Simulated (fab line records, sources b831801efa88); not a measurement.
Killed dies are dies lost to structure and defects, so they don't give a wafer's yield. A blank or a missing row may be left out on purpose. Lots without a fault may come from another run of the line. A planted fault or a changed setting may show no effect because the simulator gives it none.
Which tool did it? | flow sfq_line | 6 lots, 17 wafers sampled, at 2 steps of a route of 325

WHAT THE GAUGES READ, wafer by wafer
SFQ_M6_RS_MEAS_938: measures by four-point-probe.
lot  | measured     | on            | M6_NB_RS (ohm/sq)
L273 | day 69 20:06 | film_metro-04 | 0.892 0.907 0.891
L275 | day 70 15:37 | film_metro-01 | 0.895 0.895 0.901
L277 | day 71 12:31 | film_metro-02 | 0.898 0.888 0.901
L280 | day 74 01:25 | film_metro-01 | 0.886 0.886 0.887
L287 | day 79 18:58 | film_metro-01 | 0.885 0.898
L292 | day 80 11:46 | film_metro-02 | 0.882 0.884 0.876

WHICH TOOL RAN EACH LOT (tool, then ch and the chambers of the sampled wafers, then the start)
lot  | SFQ_TRILAYER_I4_VIA_BARC_OPEN_VIA_ETCH_146
L273 | rie_diel-03 ch 0,1,2, day 60 02:08
L275 | rie_diel-04 ch 0,2,3, day 60 20:15
L277 | rie_diel-03 ch 0,1, day 61 23:51
L280 | rie_diel-04 ch 0,1,2, day 64 03:42
L287 | rie_diel-04 ch 0,1, day 65 18:14
L292 | rie_diel-01 ch 1,2,3, day 66 21:57
- SFQ_TRILAYER_I4_VIA_BARC_OPEN_VIA_ETCH_146: etches BARC in O2, target depth 125 nm, time 41.7 s.

THE ANSWER, worked out from the rows above alone
Rule: what is usual is taken from the lots themselves. Put in order of their means at a reading, lots are off if they are a third of the lots or fewer, leave a main group of 4 or more, and stand apart from it by a gap of 3 or more times the standard deviation of the main group's means; of several such gaps the widest counts. A main group whose means are all the same, to the digits that the tables above print for the reading, isn't used. A lot without any number at a reading at which 4 lots or more have one is off too. The other lots that the step has rows for count as sound.
No lot is off at any reading shown: from this, nothing can be told.

WHAT THE SIMULATOR HAD PUT IN
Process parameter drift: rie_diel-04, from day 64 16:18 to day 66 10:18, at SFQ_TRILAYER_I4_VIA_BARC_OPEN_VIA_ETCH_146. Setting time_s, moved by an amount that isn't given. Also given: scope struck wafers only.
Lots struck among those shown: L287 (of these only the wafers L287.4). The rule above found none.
